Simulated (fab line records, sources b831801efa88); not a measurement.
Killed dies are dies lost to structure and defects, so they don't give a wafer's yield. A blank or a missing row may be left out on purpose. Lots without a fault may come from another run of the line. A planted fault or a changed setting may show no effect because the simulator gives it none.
fab line records | flow sky130
record lots=5 wafers=15 last_day=50
route steps=708 shown SONOS_ONO@173 PAD_OPEN@708
lots that met no fault: from a run of the same line without faults
start_h: hours from the record's first day to the start of the lot's first wafer shown | wait_h: hours since the lot's step before | " the same as in the row above | L1.1+2: a row that stands for several wafers | - no value, or no start given | * or withheld: withheld | < > ~ a bound
route shown NAME@n: a module of which the file shows steps, and the number in the route of the first | usual: mean/standard deviation of fault-free wafers | same: alike in all rows | chamber/n: place in a boat | sites: the reading at each site | _std_site: their standard deviation | _edge_site: outer sites' mean less inner sites' | radius_mm: how far each site lies from the wafer's centre | mask NAME#n: copy n | behind: the tool/chamber that last shaped the wafer | hold: why the lot was held/for how many hours/how that ended | device: the transistor (n, p or np) that didn't switch | end of line: the same wafers' tests at the end of the route | a step without rows: its recipe alone | killed: dies lost to structure and defects at the first sort, not the wafer's yield | map: a wafer's dies, x killed, . not, _ none there
set.NAME: the setting as run; set.NAME@STEP: as run at that earlier step | model.NAME: the simulator's own value behind a step, which no gauge read
lots at some steps of the route; a table a step, a row a wafer
services: from which hour (start_h, from the record's first day; less than 0 if before it) a tool's chamber was out of use, for how many hours, and why
## steps
# step SKY_SONOS_ONO_THK_MEAS_05
# recipe reads=SiO2_of_SONOS_ONO_CVD_04
# usual SONOS_ONO_CVD_04_THK=5.74/0.12
# columns lot.wafer tool chamber start_h wait_h SONOS_ONO_CVD_04_THK[nm]
L738.2 film_metro-04 - 274.56 0.0 5.67
L738.5 " - " " 5.83
L738.6 " - " " 5.88
L741.2 film_metro-01 - 297.18 0.0 5.99
L741.4 " - " " 5.92
L741.5 " - " " 5.91
L746.2 film_metro-01 - 339.00 0.0 5.72
L746.3 " - " " 5.75
L746.5 " - " " 5.78
L752.1 film_metro-02 - 387.97 0.0 5.69
L752.3 " - " " 5.76
L752.5 " - " " 5.75
L759.3 film_metro-04 - 438.57 0.0 5.97
L759.4 " - " " 5.85
L759.5 " - " " 5.79
# step SKY_SONOS_ONO_DEHYDRATE_06
# recipe temp_c=200 time_s=60
# step SKY_SONOS_ONO_HMDS_07
# recipe prime_time_s=60 prime_temp_c=120
# step SKY_SONOS_ONO_COAT_08
# recipe resist=NOVOLAK spin_rpm=3000 resist_thk_nm=1140
# step SKY_SONOS_ONO_SOFTBAKE_09
# recipe temp_c=90 time_s=60 resist=NOVOLAK
# step SKY_SONOS_ONO_EXPOSE_10
# recipe mask_id=ONOM target_cd_nm=410 na=0.6 source_shape=conventional sigma_outer=0.6 dose_mj=150
# step SKY_SONOS_ONO_PEB_11
# recipe temp_c=withheld time_s=* resist=NOVOLAK
# step SKY_SONOS_ONO_DEVELOP_12
# recipe develop_time_s=60 dev_temp_c=23
# step SKY_SONOS_ONO_CD_MEAS_13
# recipe target_cd_nm=410
# usual cd_nm=411.1/2.1
# columns lot.wafer tool chamber start_h wait_h cd_nm
L738.2 cd_sem-02 - 299.76 0.1 409.5
L738.5 " - " " 407.9
L738.6 " - " " 410.2
L741.2 cd_sem-01 - 323.44 0.1 414.3
L741.4 " - " " 411.6
L741.5 " - " " 411.9
L746.2 cd_sem-02 - 366.34 0.1 412.7
L746.3 " - " " 414.4
L746.5 " - " " 414.1
L752.1 cd_sem-01 - 416.14 0.1 409.6
L752.3 " - " " 410.7
L752.5 " - " " 413.5
L759.3 cd_sem-02 - 469.03 0.1 412.2
L759.4 " - " " 413.4
L759.5 " - " " 410.7
# step SKY_SONOS_ONO_OVL_MEAS_14
# usual SONOS_ONO_OVL=0.1/1.6
# columns lot.wafer tool chamber start_h wait_h SONOS_ONO_OVL[nm]
L738.2 overlay-02 - 299.86 0.1 3.0
L738.5 " - " " 5.0
L738.6 " - " " 2.9
L741.2 overlay-02 - 323.54 0.1 -0.5
L741.4 " - " " 0.0
L741.5 " - " " -0.3
L746.2 overlay-01 - 366.44 0.1 0.9
L746.3 " - " " 0.7
L746.5 " - " " 0.4
L752.1 overlay-02 - 416.26 0.1 2.1
L752.3 " - " " 1.1
L752.5 " - " " 0.9
L759.3 overlay-02 - 469.12 0.1 0.2
L759.4 " - " " 0.9
L759.5 " - " " 0.2
# step SKY_SONOS_ONO_ETCH_15
# recipe target_depth_nm=19.52 chemistry=CHF3/O2 source_w=600 bias_w=200 pressure_mtorr=40 chf3_flow_sccm=50 O2_flow_sccm=5 time_s=7.8
# usual drypump_motor_current_A=5.9/0.4 oes_product_au=0.999/0.014 throttle_valve_pct=8.824/0.0094
# same time_s=7.8
# columns lot.wafer tool chamber start_h wait_h drypump_motor_current_A oes_product_au rf_hours_counter_h throttle_valve_pct
L738.2 rie_diel-04 0 299.89 0.0 6.1 1.020 33 8.817
L738.5 " 0 " " 6.1 1.010 - 8.819
L738.6 " 2 " " 5.8 1.005 - 8.831
L741.2 rie_diel-03 1 323.57 0.0 6.1 0.991 1 8.815
L741.4 " 3 " " 6.6 1.008 - 8.823
L741.5 " 1 " " 6.1 0.991 - 8.816
L746.2 rie_diel-03 0 366.47 0.0 5.8 1.000 5 8.833
L746.3 " 3 " " 6.7 1.004 59 8.822
L746.5 " 0 " " 5.8 0.992 - 8.809
L752.1 rie_diel-02 2 416.29 0.0 5.1 0.983 0 8.830
L752.3 " 3 " " 5.5 1.007 17 8.827
L752.5 " 1 " " 5.5 0.973 - 8.820
L759.3 rie_diel-03 3 469.14 0.0 6.6 1.009 61 8.832
L759.4 " 0 " " 5.8 0.985 6 8.826
L759.5 " 3 " " 6.7 1.010 - 8.838
# step SKY_SONOS_ONO_WET_ETCH_16
# recipe chemistry=dHF target_depth_nm=14 dry=n2_spin target=SiO2 dilution=100:1 temp_c=25 time_s=280
# step SKY_SONOS_ONO_STRIP_17
# recipe chemistry=O2/N2 power_w=1400 pressure_mtorr=1500 platen_temp_c=withheld o2_flow_sccm=3000 n2_flow_sccm=300 overash_fraction=0.5
# usual drypump_motor_current_A=5.6/0.33 oes_product_au=0.710/0.0047 strip_time_to_endpoint_s=14.11/0.038
# columns lot.wafer tool chamber start_h wait_h drypump_motor_current_A oes_product_au rf_hours_counter_h strip_time_to_endpoint_s model.NOVOLAK_of_SONOS_ONO_COAT_08.thk_nm
L738.2 plasma_asher-03 1 300.02 0.0 6.1 0.706 18 14.15 0
L738.5 " 0 " " 5.7 0.712 - 14.14 0
L738.6 " 1 " " 6.1 0.713 - 14.17 0
L741.2 plasma_asher-04 1 323.68 0.0 5.6 0.705 51 14.11 0
L741.4 " 1 " " 5.6 0.707 - 14.09 0
L741.5 " 1 " " 5.6 0.703 - 14.09 0
L746.2 plasma_asher-04 1 366.60 0.0 5.6 0.711 56 14.12 0
L746.3 " 0 " " 5.1 0.709 - 14.12 0
L746.5 " 0 " " 5.1 0.710 - 14.18 0
L752.1 plasma_asher-03 0 416.40 0.0 5.7 0.908 29 - 502.9
L752.3 " 1 " " 6.1 0.911 - - 504.6
L752.5 " 1 " " 6.1 0.919 - - 502.9
L759.3 plasma_asher-01 1 469.29 0.0 5.2 0.711 - 14.10 0
L759.4 " 0 " " 5.6 0.708 - 14.09 0
L759.5 " 1 " " 5.2 0.709 - 14.08 0
# step SKY_SONOS_ONO_WET_ETCH_18
# recipe chemistry=H3PO4 target_depth_nm=15 target=Si3N4 temp_c=160 time_s=172
# step SKY_PAD_OPEN_PROBE_99
# usual killed_at_M0_to_M3=44/7.3 killed_at_M4_up=3.3/1.8 killed_at_contacts=24/5.3 killed_at_front_end=16/5 killed_at_other=0.2/0.51 killed_dies=87/10 killed_on_rim=17/3.9 killed_open=47/7.5 killed_short=40/6.3
# same gross_dies=492 killed_at_back_side=0
# columns lot.wafer tool chamber start_h wait_h killed_at_M0_to_M3 killed_at_M4_up killed_at_contacts killed_at_front_end killed_at_other killed_dies killed_on_rim killed_open killed_short
L738.2 prober-02 - 1094.30 0.1 54 3 23 15 0 95 14 55 40
L738.5 prober-02 - 1094.45 0.2 53 2 30 11 1 97 21 52 45
L738.6 prober-02 - 1094.50 0.2 30 1 33 14 1 79 13 36 43
L741.2 prober-01 - 1119.40 0.1 41 3 21 22 0 87 12 46 41
L741.4 prober-01 - 1119.50 0.2 34 4 15 8 0 61 12 37 24
L741.5 prober-01 - 1119.55 0.2 43 7 28 12 0 90 18 42 48
L746.2 prober-02 - 1144.55 0.1 36 5 24 17 0 82 17 38 44
L746.3 prober-02 - 1144.60 0.2 38 2 15 13 0 68 18 37 31
L746.5 prober-02 - 1144.70 0.2 43 3 21 11 1 79 17 43 36
L752.1 prober-02 - 1176.25 0.1 52 4 23 412 1 492 96 45 41
L752.3 prober-02 - 1176.35 0.2 42 4 38 408 0 492 96 54 38
L752.5 prober-02 - 1176.45 0.2 39 4 28 421 0 492 96 50 30
L759.3 prober-01 - 1202.85 0.2 53 9 21 18 0 101 18 55 46
L759.4 prober-01 - 1202.90 0.2 43 1 37 13 0 94 17 57 37
L759.5 prober-01 - 1202.95 0.2 51 2 18 19 1 91 21 47 44
# killed by level:class
L738.2 VIA1:geometric_particle:open=11 CONTACT:geometric_particle:open=11 VIA2:geometric_particle:open=10 METAL1:geometric_particle:short=9 LI_CONTACT:geometric_particle:open=7 METAL2:geometric_particle:short=6 VIA3:geometric_particle:open=6 POLY_GATE:geometric_particle:short=4
L738.5 VIA1:geometric_particle:open=14 LI_CONTACT:geometric_particle:open=10 VIA3:geometric_particle:open=8 CONTACT:geometric_particle:open=8 VIA3:geometric_particle:short=7 VIA2:geometric_particle:open=6 CONTACT:geometric_particle:short=5 METAL2:geometric_particle:short=5
L738.6 CONTACT:geometric_particle:short=12 LI_CONTACT:geometric_particle:open=8 CONTACT:geometric_particle:open=8 METAL1:geometric_particle:short=8 VIA2:geometric_particle:open=6 VIA1:geometric_particle:open=5 FIELD_ISO:geometric_particle:open=4 POLY_GATE:geometric_particle:short=4
L741.2 VIA1:geometric_particle:open=12 POLY_GATE:geometric_particle:short=8 VIA3:geometric_particle:open=8 METAL2:geometric_particle:short=7 LI_CONTACT:geometric_particle:open=6 CONTACT:geometric_particle:open=6 FIELD_ISO:geometric_particle:open=4 CONTACT:geometric_particle:short=4
L741.4 VIA1:geometric_particle:open=10 VIA3:geometric_particle:open=8 CONTACT:geometric_particle:open=5 METAL2:geometric_particle:short=5 FIELD_ISO:geometric_particle:short=4 LI_CONTACT:geometric_particle:open=4 CONTACT:geometric_particle:short=4 METAL1:geometric_particle:short=3
L741.5 CONTACT:geometric_particle:open=10 LI_CONTACT:geometric_particle:open=7 VIA1:geometric_particle:short=7 METAL1:geometric_particle:short=6 VIA1:geometric_particle:open=6 METAL2:geometric_particle:short=6 VIA2:geometric_particle:open=6 POLY_GATE:geometric_particle:short=5
L746.2 CONTACT:geometric_particle:open=10 VIA1:geometric_particle:short=7 VIA3:geometric_particle:open=7 POLY_GATE:geometric_particle:short=6 POLY_GATE:geometric_particle:open=6 METAL1:geometric_particle:short=6 LI_CONTACT:geometric_particle:open=5 CONTACT:geometric_particle:short=4
L746.3 VIA1:geometric_particle:open=8 VIA1:geometric_particle:short=6 FIELD_ISO:geometric_particle:short=5 FIELD_ISO:geometric_particle:open=5 CONTACT:geometric_particle:open=5 LI_CONTACT:geometric_particle:open=4 CONTACT:geometric_particle:short=4 VIA2:geometric_particle:short=4
L746.5 VIA1:geometric_particle:open=11 CONTACT:geometric_particle:short=7 LI_CONTACT:geometric_particle:open=6 VIA2:geometric_particle:open=6 VIA3:geometric_particle:open=6 POLY_GATE:geometric_particle:short=5 CONTACT:geometric_particle:open=5 METAL1:geometric_particle:short=4
L752.1 GATE_OXIDE:area_oxidation=406 VIA3:geometric_particle:open=10 VIA2:geometric_particle:open=10 METAL1:geometric_particle:short=9 CONTACT:geometric_particle:open=9 METAL3:geometric_particle:short=6 LI_CONTACT:geometric_particle:open=5 CONTACT:geometric_particle:short=5
L752.3 GATE_OXIDE:area_oxidation=400 CONTACT:geometric_particle:open=15 VIA1:geometric_particle:open=11 LI_CONTACT:geometric_particle:open=9 VIA2:geometric_particle:open=6 METAL3:geometric_particle:short=5 LOCAL_INTERCONNECT:geometric_particle:short=5 METAL2:geometric_particle:short=5
L752.5 GATE_OXIDE:area_oxidation=412 VIA1:geometric_particle:open=12 LI_CONTACT:geometric_particle:open=11 CONTACT:geometric_particle:open=6 VIA2:geometric_particle:open=6 VIA3:geometric_particle:open=5 LOCAL_INTERCONNECT:geometric_particle:short=4 VIA1:geometric_particle:short=4
L759.3 METAL1:geometric_particle:short=11 VIA1:geometric_particle:open=10 CONTACT:geometric_particle:open=8 VIA3:geometric_particle:open=8 LI_CONTACT:geometric_particle:open=7 FIELD_ISO:geometric_particle:short=6 VIA1:geometric_particle:short=6 VIA2:geometric_particle:open=6
L759.4 CONTACT:geometric_particle:open=20 METAL1:geometric_particle:short=13 VIA2:geometric_particle:open=9 VIA1:geometric_particle:open=7 LI_CONTACT:geometric_particle:open=6 FIELD_ISO:geometric_particle:open=5 LOCAL_INTERCONNECT:geometric_particle:short=5 CONTACT:geometric_particle:short=5
L759.5 METAL1:geometric_particle:short=12 CONTACT:geometric_particle:open=10 VIA3:geometric_particle:open=8 VIA1:geometric_particle:open=7 FIELD_ISO:geometric_particle:short=6 FIELD_ISO:geometric_particle:open=5 POLY_GATE:geometric_particle:short=5 VIA2:geometric_particle:open=5
# map L752.1 (x killed, . not)
__________xxxxxxxxxx_________
________xxxxxxxxxxxxxx_______
______xxxxxxxxxxxxxxxxxx_____
_____xxxxxxxxxxxxxxxxxxxx____
____xxxxxxxxxxxxxxxxxxxxxx___
___xxxxxxxxxxxxxxxxxxxxxxxx__
__xxxxxxxxxxxxxxxxxxxxxxxxxx_
_xxxxxxxxxxxxxxxxxxxxxxxxxxxx
_xxxxxxxxxxxxxxxxxxxxxxxxxxxx
_xxxxxxxxxxxxxxxxxxxxxxxxxxxx
_xxxxxxxxxxxxxxxxxxxxxxxxxxxx
_xxxxxxxxxxxxxxxxxxxxxxxxxxxx
_xxxxxxxxxxxxxxxxxxxxxxxxxxxx
_xxxxxxxxxxxxxxxxxxxxxxxxxxxx
_xxxxxxxxxxxxxxxxxxxxxxxxxxxx
__xxxxxxxxxxxxxxxxxxxxxxxxxx_
___xxxxxxxxxxxxxxxxxxxxxxxx__
____xxxxxxxxxxxxxxxxxxxxxx___
_____xxxxxxxxxxxxxxxxxxxx____
______xxxxxxxxxxxxxxxxxx_____
________xxxxxxxxxxxxxx_______
__________xxxxxxxxxx_________
# map L738.5 (x killed, . not)
__________....x....x_________
________...x.....x...x_______
______.....xx....x....xx_____
_____x....x...x....x..x..____
____x.........x.x.x....x..___
___........................__
__x.....x....xx...........x._
_......x...x.......xx.....x..
_..x........x.xx.............
_...x..x..x.....xx....x......
_x...x......xx...............
_..xx...........x.........xx.
_...x...x......x....x.x..x...
_...x.x....xxx.x..x.xx....x..
_x.xx....xx..................
__......x........x.........._
___......x.x........x.x.x.x__
____..x..........xx.x.x.xx___
_____xx.x.x..............____
______..............x..._____
________.....xx.....x._______
__________x....xx.x._________
## services
# columns tool chamber start_h hours kind
rie_diel-04 3 293.53 - clean
rie_diel-04 3 293.53 17.0 scheduled_down
rie_diel-04 3 293.53 17.0 vent_cycle
rie_diel-04 1 295.51 8.3 repair
rie_diel-04 - 305.95 0.3 repair
rie_diel-02 2 307.72 7.9 repair
rie_diel-03 2 314.05 - clean
rie_diel-03 2 314.05 14.4 scheduled_down
rie_diel-03 2 314.05 14.4 vent_cycle
rie_diel-02 1 339.23 - clean
rie_diel-02 1 339.23 21.5 scheduled_down
rie_diel-02 1 339.23 21.5 vent_cycle
rie_diel-04 - 360.36 0.2 repair
plasma_asher-04 - 370.96 1.8 repair
rie_diel-03 1 382.12 11.0 repair
rie_diel-03 0 385.47 4.7 repair
plasma_asher-03 - 389.07 4.5 repair
rie_diel-03 2 408.91 5.0 repair
rie_diel-02 0 412.30 26.1 repair
plasma_asher-01 - 421.25 9.0 pm
rie_diel-04 - 421.90 2.5 repair
rie_diel-04 - 426.63 2.8 pm
rie_diel-02 0 442.29 1.6 repair
rie_diel-02 - 458.11 0.9 repair
## key
first_sign step=SKY_SONOS_ONO_STRIP_17 reading=oes_product_au direction=up sigmas=43 usual=0.710 struck=0.913
effect step=SKY_PAD_OPEN_PROBE_99 reading=killed_at_front_end direction=up sigmas=80 usual=16 struck=414
model_effect step=SKY_SONOS_ONO_STRIP_17 value=NOVOLAK_of_SONOS_ONO_COAT_08.thk_nm without=0 struck=503.5
more_kills_born_at SKY_GATE_OXIDE_OXIDATION_01@furnace-01=1218
met_at SKY_SONOS_ONO_STRIP_17
struck_wafers L752.1,L752.3,L752.5
later_rows_left_out L752.1,L752.3,L752.5
tester_left_out L752
onset_between 300.02 416.40
fault kind=strip_aborted tool=plasma_asher-03 chamber=- onset_h=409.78 steps=SKY_SONOS_ONO_STRIP_17 offset=0.6977 end_h=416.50
# tester_left_out: of these lots the tester's yield and bins aren't shown, on N5 and GAA mostly nor the transistor test; their killed dies are dies lost to structure and defects alone, not to doping, threshold or leakage, so they don't give the yield
# later_rows_left_out: the simulator's readings of these wafers behind a module that went badly wrong aren't trusted and aren't shown, but for the sort
